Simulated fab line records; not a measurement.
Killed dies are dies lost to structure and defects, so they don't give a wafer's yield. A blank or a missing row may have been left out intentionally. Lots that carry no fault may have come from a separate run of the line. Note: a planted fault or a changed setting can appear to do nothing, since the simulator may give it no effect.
Which tool did it? -- flow gf180mcu -- 13 lots with 39 wafers sampled at 2 steps, on a route of 602 steps

WHAT THE GAUGES SHOWED, per wafer
GF_M1_RS_MEAS_05: measures by four-point-probe.
lot,measured,on,M1_ALCU_RS (ohm/sq)
L218,day 17 02:56,film-metro-04,0.0697 0.0702 0.0694
L219,day 17 13:00,film-metro-04,0.0700 0.0695 0.0705
L220,day 17 18:23,film-metro-04,0.0699 0.0702 0.0696
L221,day 18 07:50,film-metro-02,0.0705 0.0702 0.0700
L222,day 18 12:14,film-metro-02,0.0690 0.0693 0.0694
L223,day 18 20:42,film-metro-02,0.0698 0.0703 0.0700
L224,day 19 03:17,film-metro-02,0.0685 0.0682 0.0687
L225,day 19 15:51,film-metro-02,0.0693 0.0698 0.0694
L226,day 19 23:10,film-metro-01,0.0690 0.0685 0.0679
L231,day 21 21:25,film-metro-01,0.0697 0.0687 0.0692
L233,day 22 12:04,film-metro-01,0.0692 0.0698 0.0695
L237,day 23 17:26,film-metro-02,0.0689 0.0683 0.0695
L238,day 24 04:05,film-metro-04,0.0688 0.0690 0.0691

WHICH TOOL RAN EACH LOT (tool, then ch and the chambers of the sampled wafers, then the start)
lot,GF_M1_SPUTTER_01
L218,"pvd-sputter-03, day 17 02:47"
L219,"pvd-sputter-02, day 17 12:50"
L220,"pvd-sputter-02, day 17 18:14"
L221,"pvd-sputter-02, day 18 07:43"
L222,"pvd-sputter-03, day 18 12:06"
L223,"pvd-sputter-02, day 18 20:35"
L224,"pvd-sputter-04, day 19 03:10"
L225,"pvd-sputter-04, day 19 15:43"
L226,"pvd-sputter-04, day 19 23:02"
L231,"pvd-sputter-02, day 21 21:17"
L233,"pvd-sputter-04, day 22 11:55"
L237,"pvd-sputter-04, day 23 17:16"
L238,"pvd-sputter-02, day 24 03:58"
- GF_M1_SPUTTER_01: material TiN, target thk 30 nm, time 25 s.

WHAT THE TOOLS THEMSELVES READ (means of the sampled wafers that have a number; where no wafer has one, the mark that the record gives instead)
GF_M1_SPUTTER_01.
lot,tool,throttle-valve-pct (%)
L218,pvd-sputter-03,30.0
L219,pvd-sputter-02,30.3
L220,pvd-sputter-02,29.7
L221,pvd-sputter-02,29.2
L222,pvd-sputter-03,29.9
L223,pvd-sputter-02,30.0
L224,pvd-sputter-04,29.7
L225,pvd-sputter-04,31.0
L226,pvd-sputter-04,29.1
L231,pvd-sputter-02,30.1
L233,pvd-sputter-04,30.5
L237,pvd-sputter-04,29.2
L238,pvd-sputter-02,29.9

THE ANSWER, worked out from the rows above alone
Rule: the lots themselves supply what counts as usual. The widest of any qualifying gaps counts: lots, ordered by their means at a reading, are off when they make up no more than a third of the lots, leave a main group of 4 or more, and stand apart from it by 3 or more times the standard deviation of that group's means. Not used: any main group whose means are identical at the precision the tables above print for the reading. Also off: a lot with no number at a reading for which 4 or more lots have one. All remaining lots with rows at the step are treated as sound. The gauges are gone through in route order, then the tools' own readings, and for those a lot's mean is taken as printed above. The first step at which some lot is off is used, and at that step the reading that is off furthest; a lot without a number counts as furthest.
No lot is off on any of the readings shown, so nothing can be concluded from this.

WHAT THE SIMULATOR HAD INSERTED
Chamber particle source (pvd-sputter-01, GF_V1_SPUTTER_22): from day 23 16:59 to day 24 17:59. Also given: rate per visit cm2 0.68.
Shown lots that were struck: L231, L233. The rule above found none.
